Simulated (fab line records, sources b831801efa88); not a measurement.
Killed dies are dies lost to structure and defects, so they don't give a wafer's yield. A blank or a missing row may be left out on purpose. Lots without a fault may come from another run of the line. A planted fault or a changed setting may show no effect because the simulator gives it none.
fab line records | flow sky130
record lots=5 wafers=15 last_day=49
route steps=708 shown VT_ADJUST_LVTN@104 VT_ADJUST_NCORE@119 PAD_OPEN@708
lots that met no fault: from a run of the same line without faults
start_h: hours from the record's first day to the start of the lot's first wafer shown | wait_h: hours since the lot's step before | " the same as in the row above | L1.1+2: a row that stands for several wafers | - no value, or no start given | * or withheld: withheld | < > ~ a bound
route shown NAME@n: a module of which the file shows steps, and the number in the route of the first | usual: mean/standard deviation of fault-free wafers | same: alike in all rows | chamber/n: place in a boat | sites: the reading at each site | _std_site: their standard deviation | _edge_site: outer sites' mean less inner sites' | radius_mm: how far each site lies from the wafer's centre | mask NAME#n: copy n | behind: the tool/chamber that last shaped the wafer | hold: why the lot was held/for how many hours/how that ended | device: the transistor (n, p or np) that didn't switch | end of line: the same wafers' tests at the end of the route | a step without rows: its recipe alone | killed: dies lost to structure and defects at the first sort, not the wafer's yield | map: a wafer's dies, x killed, . not, _ none there
set.NAME: the setting as run; set.NAME@STEP: as run at that earlier step | model.NAME: the simulator's own value behind a step, which no gauge read
lots at some steps of the route; a table a step, a row a wafer
services: from which hour (start_h, from the record's first day; less than 0 if before it) a tool's chamber was out of use, for how many hours, and why
## steps
# step SKY_VT_ADJUST_LVTN_OVL_MEAS_07
# usual VT_ADJUST_LVTN_OVL=0.1/1.7
# columns lot.wafer tool chamber start_h wait_h VT_ADJUST_LVTN_OVL[nm]
L272.4 overlay-01 - 138.54 - -1.0
L272.5 " - " " -0.7
L272.6 " - " " -1.2
L275.1 overlay-01 - 164.07 - -3.2
L275.3 " - " " -0.6
L275.5 " - " " 0.1
L279.2 overlay-01 - 187.15 - -0.4
L279.3 " - " " -2.2
L279.6 " - " " -2.5
L282.3 overlay-01 - 207.13 - -0.2
L282.4 " - " " -0.5
L282.6 " - " " 1.9
L293.2 overlay-02 - 279.05 - -1.5
L293.3 " - " " -0.3
L293.4 " - " " -0.8
# step SKY_VT_ADJUST_LVTN_IMPLANT_08
# recipe species=B energy_kev=30 dose_cm2=1.57e+12 tilt_deg=withheld
# step SKY_VT_ADJUST_LVTN_STRIP_09
# recipe chemistry=O2/N2 power_w=1400 pressure_mtorr=1500 platen_temp_c=withheld o2_flow_sccm=3000 n2_flow_sccm=300 overash_fraction=0.5
# usual chamber_pressure_mTorr=1500.1/1.4 drypump_motor_current_A=5.5/0.39 oes_product_au=0.722/0.0046 strip_time_to_endpoint_s=36.88/0.11
# columns lot.wafer tool chamber start_h wait_h chamber_pressure_mTorr drypump_motor_current_A oes_product_au rf_hours_counter_h strip_time_to_endpoint_s
L272.4 plasma_asher-04 0 138.74 0.1 1498.8 6.1 0.730 - 36.80
L272.5 " 1 " " 1499.6 5.6 0.718 - 36.82
L272.6 " 0 " " 1498.0 6.1 0.716 - 36.73
L275.1 plasma_asher-04 0 164.26 0.1 1502.4 6.1 0.721 35 37.03
L275.3 " 1 " " 1498.5 5.7 0.724 - 37.03
L275.5 " 1 " " 1501.1 5.7 0.719 - 37.01
L279.2 plasma_asher-03 1 187.33 0.1 1497.7 4.9 0.716 7 36.76
L279.3 " 0 " " 1498.3 5.4 0.720 - 36.84
L279.6 " 0 " " 1499.2 5.4 0.727 - 36.90
L282.3 plasma_asher-01 1 207.34 0.1 1500.1 5.6 0.725 - 36.85
L282.4 " 0 " " 1500.7 5.2 0.733 - 36.78
L282.6 " 1 " " 1500.3 5.5 0.718 - 36.80
L293.2 plasma_asher-04 1 279.23 0.1 1499.9 5.6 0.721 46 36.87
L293.3 " 1 " " 1499.7 5.7 0.722 - 36.92
L293.4 " 0 " " 1499.3 6.1 0.723 - 36.90
# step SKY_VT_ADJUST_LVTN_TW_MEAS_10
# usual VT_ADJUST_LVTN_TW=239.6/1.5
# columns lot.wafer tool chamber start_h wait_h VT_ADJUST_LVTN_TW
L272.4 film_metro-03 - 138.84 0.1 241.3
L272.5 " - " " 241.4
L272.6 " - " " 240.8
L275.1 film_metro-02 - 164.36 0.1 237.5
L275.3 " - " " 238.2
L275.5 " - " " 238.5
L279.2 film_metro-03 - 187.44 0.1 241.5
L279.3 " - " " 240.0
L279.6 " - " " 240.7
L282.3 film_metro-02 - 207.43 0.1 240.4
L282.4 " - " " 238.6
L282.6 " - " " 238.5
L293.2 film_metro-02 - 279.34 0.1 240.3
L293.3 " - " " 239.7
L293.4 " - " " 240.5
# step SKY_VT_ADJUST_LVTN_DEHYDRATE_11
# recipe temp_c=200 time_s=60
# step SKY_VT_ADJUST_LVTN_HMDS_12
# recipe prime_time_s=60 prime_temp_c=120
# step SKY_VT_ADJUST_LVTN_COAT_13
# recipe resist=NOVOLAK spin_rpm=3000 resist_thk_nm=1140
# step SKY_VT_ADJUST_LVTN_SOFTBAKE_14
# recipe temp_c=90 time_s=60 resist=NOVOLAK
# step SKY_VT_ADJUST_LVTN_EXPOSE_15
# recipe mask_id=HVN_STD_DERIVED na=0.6 source_shape=conventional sigma_outer=0.6 polarization=unpolarized target_cd_nm=600 dose_mj=163
# step SKY_VT_ADJUST_LVTN_PEB_16
# recipe temp_c=withheld time_s=* resist=NOVOLAK
# step SKY_VT_ADJUST_LVTN_DEVELOP_17
# recipe resist=NOVOLAK developer=TMAH develop_time_s=60 dev_temp_c=23
# step SKY_VT_ADJUST_LVTN_OVL_MEAS_18
# usual VT_ADJUST_LVTN_01_OVL=-0.4/1.5
# columns lot.wafer tool chamber start_h wait_h VT_ADJUST_LVTN_01_OVL[nm]
L272.4 overlay-01 - 158.36 0.1 -2.7
L272.5 " - " " -2.2
L272.6 " - " " -0.5
L275.1 overlay-02 - 185.47 0.1 -0.7
L275.3 " - " " -1.2
L275.5 " - " " -3.0
L279.2 overlay-01 - 208.73 0.1 1.3
L279.3 " - " " -2.0
L279.6 " - " " -0.8
L282.3 overlay-01 - 228.33 0.1 -1.2
L282.4 " - " " -1.0
L282.6 " - " " -2.1
L293.2 overlay-02 - 303.93 0.1 -2.3
L293.3 " - " " -0.7
L293.4 " - " " -0.4
# step SKY_VT_ADJUST_LVTN_IMPLANT_19
# recipe species=B energy_kev=30 dose_cm2=6.5e+11 tilt_deg=withheld
# columns lot.wafer tool chamber start_h wait_h
L272.4+5+6 implanter-02 0 158.45 0.1
L275.1+3+5 implanter-02 0 185.51 0.0
L279.2+3+6 implanter-02 0 208.78 0.0
L282.3+4+6 implanter-02 0 228.41 0.1
L293.2+3+4 implanter-02 0 303.98 0.0
# step SKY_VT_ADJUST_LVTN_STRIP_20
# recipe chemistry=O2/N2 power_w=1400 pressure_mtorr=1500 platen_temp_c=withheld o2_flow_sccm=3000 n2_flow_sccm=300 overash_fraction=0.5
# usual chamber_pressure_mTorr=1500.0/1.4 drypump_motor_current_A=5.4/0.36 oes_product_au=0.716/0.0044 strip_time_to_endpoint_s=14.17/0.03
# columns lot.wafer tool chamber start_h wait_h chamber_pressure_mTorr drypump_motor_current_A oes_product_au rf_hours_counter_h strip_time_to_endpoint_s
L272.4 plasma_asher-01 1 158.56 0.1 1501.1 5.5 0.722 - 14.13
L272.5 " 1 " " 1501.5 5.5 0.713 - 14.17
L272.6 " 0 " " 1501.3 5.2 0.720 - 14.18
L275.1 plasma_asher-04 1 185.66 0.1 1498.8 5.7 0.717 37 14.20
L275.3 " 0 " " 1502.2 6.1 0.714 - 14.20
L275.5 " 0 " " 1500.5 6.1 0.713 - 14.19
L279.2 plasma_asher-01 0 208.91 0.1 1500.7 5.1 0.722 52 14.14
L279.3 " 0 " " 1501.2 5.2 0.710 - 14.17
L279.6 " 0 " " 1499.5 5.1 0.724 - 14.14
L282.3 plasma_asher-01 1 228.54 0.1 1501.1 5.6 0.720 - 14.13
L282.4 " 0 " " 1498.0 5.1 0.712 - 14.16
L282.6 " 1 " " 1500.0 5.6 0.711 - 14.16
L293.2 plasma_asher-04 1 304.11 0.1 1500.7 5.7 0.714 48 14.20
L293.3 " 1 " " 1503.2 5.7 0.720 - 14.19
L293.4 " 0 " " 1499.7 6.1 0.718 - 14.19
# step SKY_VT_ADJUST_LVTN_TW_MEAS_21
# usual VT_ADJUST_LVTN_2_TW=186.2/1.4
# columns lot.wafer tool chamber start_h wait_h VT_ADJUST_LVTN_2_TW
L272.4 film_metro-02 - 158.66 0.1 186.1
L272.5 " - " " 185.4
L272.6 " - " " 186.0
L275.1 film_metro-02 - 185.76 0.1 185.4
L275.3 " - " " 186.4
L275.5 " - " " 184.7
L279.2 film_metro-01 - 209.02 0.1 185.6
L279.3 " - " " 186.4
L279.6 " - " " 186.4
L282.3 film_metro-02 - 228.63 0.1 187.1
L282.4 " - " " 187.1
L282.6 " - " " 186.6
L293.2 film_metro-02 - 304.22 0.1 185.8
L293.3 " - " " 186.5
L293.4 " - " " 174.6
# step SKY_VT_ADJUST_NCORE_DEHYDRATE_00
# recipe temp_c=200 time_s=60
# step SKY_PAD_OPEN_PROBE_99
# usual killed_at_M0_to_M3=43/6.5 killed_at_M4_up=3.5/1.9 killed_at_contacts=24/5.4 killed_at_front_end=16/4.8 killed_at_other=0.4/0.64 killed_dies=87/9.4 killed_open=47/7 killed_short=40/6.3
# same gross_dies=492 killed_at_back_side=0
# columns lot.wafer tool chamber start_h wait_h killed_at_M0_to_M3 killed_at_M4_up killed_at_contacts killed_at_front_end killed_at_other killed_dies killed_open killed_short model.etest.res_pwell_under_gate.rs_ohm_sq model.etest.tip_n_5v.rs_ohm_sq_range model.etest.nfet_g5v0d10v5.body_rise_v model.etest.nfet_16v.body_rise_v model.etest.nfet_g5v0d10v5.vt_sat_v model.etest.nfet_g5v0d10v5.vt_v model.etest.nfet_g5v0d10v5.vt_v_range model.etest.nfet_16v.vt_v
L272.4 prober-02 - 1072.74 0.2 43 4 31 21 0 99 53 45 2289 32.36 0.6668 0.6615 0.761 0.8167 0.01166 0.7644
L272.5 prober-02 - 1072.79 0.2 29 4 27 18 0 78 35 42 2265 38.56 0.6709 0.6656 0.772 0.8306 0.008708 0.7759
L272.6 prober-02 - 1072.84 0.2 54 0 23 14 1 92 60 30 2284 31.47 0.6703 0.6667 0.7659 0.8256 0.01288 0.7722
L275.1 prober-02 - 1094.87 0.1 39 1 22 17 0 79 32 47 2267 33.06 0.6705 0.6648 0.7571 0.8169 0.01075 0.7639
L275.3 prober-02 - 1094.97 0.2 62 3 18 14 0 97 56 41 2256 33.11 0.6667 0.6623 0.758 0.8168 0.01218 0.7589
L275.5 prober-02 - 1095.07 0.2 32 2 15 18 0 67 32 34 2257 43.27 0.6768 0.669 0.7586 0.8176 0.009111 0.763
L279.2 prober-02 - 1121.46 0.1 44 6 16 21 0 87 42 45 2281 29.75 0.6483 0.6423 0.755 0.808 0.01123 0.7488
L279.3 prober-02 - 1121.51 0.2 42 7 27 24 0 100 47 53 2279 19.09 0.6541 0.649 0.7547 0.8109 0.01142 0.757
L279.6 prober-02 - 1121.66 0.2 39 2 17 13 0 71 39 32 2277 27.6 0.6437 0.6391 0.7482 0.8025 0.02056 0.7478
L282.3 prober-01 - 1143.41 0.2 53 5 26 12 0 96 44 52 2276 39.55 0.6751 0.6698 0.7605 0.8217 0.009016 0.7635
L282.4 prober-01 - 1143.46 0.2 36 4 19 15 1 75 35 37 2264 46.89 0.6855 0.6796 0.7655 0.8269 0.01111 0.7785
L282.6 prober-01 - 1143.56 0.2 38 5 26 19 1 89 46 42 2264 35.35 0.6814 0.6766 0.7736 0.83 0.007242 0.778
L293.2 prober-01 - 1184.43 0.1 38 2 33 16 0 89 53 36 2270 22.03 0.6725 0.6651 0.7714 0.83 0.01478 0.7777
L293.3 prober-01 - 1184.48 0.2 37 3 21 21 0 82 51 31 2267 23.61 0.6672 0.6648 0.7597 0.819 0.008541 0.7681
L293.4 prober-01 - 1184.53 0.2 43 3 25 12 0 83 42 39 2308 50.96 0.6317 0.6281 0.7213 0.7889 0.03704 0.7422
# killed by level:class
L272.4 VIA1:geometric_particle:open=10 VIA2:geometric_particle:open=8 LI_CONTACT:geometric_particle:open=8 LOCAL_INTERCONNECT:geometric_particle:short=8 METAL2:geometric_particle:short=7 FIELD_ISO:geometric_particle:open=5 FIELD_ISO:geometric_particle:short=5 CONTACT:geometric_particle:open=5
L272.5 CONTACT:geometric_particle:open=10 LOCAL_INTERCONNECT:geometric_particle:short=7 CONTACT:geometric_particle:short=7 METAL2:geometric_particle:short=7 FIELD_ISO:geometric_particle:open=4 VIA1:geometric_particle:open=4 VIA2:geometric_particle:open=4 VIA3:geometric_particle:open=4
L272.6 CONTACT:geometric_particle:open=13 VIA2:geometric_particle:open=11 VIA1:geometric_particle:open=10 VIA3:geometric_particle:open=10 VIA3:geometric_particle:short=5 FIELD_ISO:geometric_particle:open=4 POLY_GATE:geometric_particle:open=4 CONTACT:geometric_particle:short=4
L275.1 METAL2:geometric_particle:short=7 METAL1:geometric_particle:short=7 FIELD_ISO:geometric_particle:short=6 CONTACT:geometric_particle:open=6 VIA3:geometric_particle:short=6 POLY_GATE:geometric_particle:short=5 LI_CONTACT:geometric_particle:open=5 CONTACT:geometric_particle:short=5
L275.3 VIA1:geometric_particle:open=16 VIA3:geometric_particle:open=9 METAL2:geometric_particle:short=8 VIA2:geometric_particle:open=7 LI_CONTACT:geometric_particle:open=5 CONTACT:geometric_particle:open=5 METAL3:geometric_particle:short=5 FIELD_ISO:geometric_particle:open=4
L275.5 VIA1:geometric_particle:open=7 FIELD_ISO:geometric_particle:short=5 POLY_GATE:geometric_particle:open=5 LI_CONTACT:geometric_particle:open=5 METAL1:geometric_particle:short=5 CONTACT:geometric_particle:open=4 METAL2:geometric_particle:short=4 POLY_GATE:geometric_particle:short=3
L279.2 VIA1:geometric_particle:open=10 VIA1:geometric_particle:short=8 POLY_GATE:geometric_particle:open=7 VIA2:geometric_particle:open=6 METAL1:geometric_particle:short=5 FIELD_ISO:geometric_particle:short=4 POLY_GATE:geometric_particle:short=4 VIA2:geometric_particle:short=4
L279.3 VIA1:geometric_particle:open=12 CONTACT:geometric_particle:short=8 METAL1:geometric_particle:short=8 VIA1:geometric_particle:short=8 FIELD_ISO:geometric_particle:open=7 LI_CONTACT:geometric_particle:open=7 POLY_GATE:geometric_particle:open=6 CONTACT:geometric_particle:open=5
L279.6 VIA3:geometric_particle:open=10 VIA1:geometric_particle:open=7 VIA2:geometric_particle:open=7 FIELD_ISO:geometric_particle:short=6 LI_CONTACT:geometric_particle:open=6 CONTACT:geometric_particle:short=4 VIA1:geometric_particle:short=4 CONTACT:geometric_particle:open=3
L282.3 VIA2:geometric_particle:open=9 CONTACT:geometric_particle:open=8 METAL2:geometric_particle:short=8 VIA1:geometric_particle:open=7 METAL1:geometric_particle:short=7 LI_CONTACT:geometric_particle:open=6 CONTACT:geometric_particle:short=6 VIA3:geometric_particle:open=6
L282.4 LI_CONTACT:geometric_particle:open=7 VIA1:geometric_particle:open=7 CONTACT:geometric_particle:open=7 METAL3:geometric_particle:short=6 VIA1:geometric_particle:short=5 METAL2:geometric_particle:short=4 METAL1:geometric_particle:short=4 FIELD_ISO:geometric_particle:short=3
L282.6 CONTACT:geometric_particle:open=14 VIA1:geometric_particle:open=9 FIELD_ISO:geometric_particle:short=7 CONTACT:geometric_particle:short=6 VIA3:geometric_particle:open=5 VIA1:geometric_particle:short=5 METAL4:geometric_particle:short=5 POLY_GATE:geometric_particle:short=4
L293.2 LI_CONTACT:geometric_particle:open=11 CONTACT:geometric_particle:open=11 METAL1:geometric_particle:short=7 VIA2:geometric_particle:open=7 CONTACT:geometric_particle:short=6 VIA3:geometric_particle:open=6 POLY_GATE:geometric_particle:short=5 FIELD_ISO:geometric_particle:short=4
L293.3 VIA3:geometric_particle:open=9 CONTACT:geometric_particle:open=8 VIA1:geometric_particle:open=7 VIA2:geometric_particle:open=7 POLY_GATE:geometric_particle:short=5 POLY_GATE:geometric_particle:open=5 LI_CONTACT:geometric_particle:open=5 FIELD_ISO:geometric_particle:open=4
L293.4 CONTACT:geometric_particle:open=10 CONTACT:geometric_particle:short=8 VIA1:geometric_particle:open=8 VIA2:geometric_particle:open=7 METAL2:geometric_particle:short=6 VIA3:geometric_particle:open=6 VIA1:geometric_particle:short=5 LI_CONTACT:geometric_particle:open=4
## services
# columns tool chamber start_h hours kind
plasma_asher-03 0 117.75 - clean
plasma_asher-03 1 117.75 - clean
plasma_asher-04 - 223.91 1.5 repair
plasma_asher-01 - 249.75 5.9 repair
plasma_asher-03 - 285.26 2.8 pm
implanter-02 - 290.90 5.0 pm
## key
first_sign step=SKY_VT_ADJUST_LVTN_TW_MEAS_21 reading=VT_ADJUST_LVTN_2_TW direction=down sigmas=8.5 usual=186.2 struck=174.6
effect none on later readings
model_effect step=SKY_PAD_OPEN_PROBE_99 value=etest.res_pwell_under_gate.rs_ohm_sq without=2265 struck=2308
met_at SKY_VT_ADJUST_LVTN_IMPLANT_19
struck_wafers L293.4
tester_left_out L293
onset_between 228.41 303.98
fault kind=process_parameter_drift tool=implanter-02 chamber=- onset_h=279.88 steps=SKY_VT_ADJUST_LVTN_IMPLANT_19 channel=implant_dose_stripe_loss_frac offset=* shape=step end_h=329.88 scope=struck_wafers_only
# tester_left_out: of these lots the tester's yield and bins aren't shown, on N5 and GAA mostly nor the transistor test; their killed dies are dies lost to structure and defects alone, not to doping, threshold or leakage, so they don't give the yield
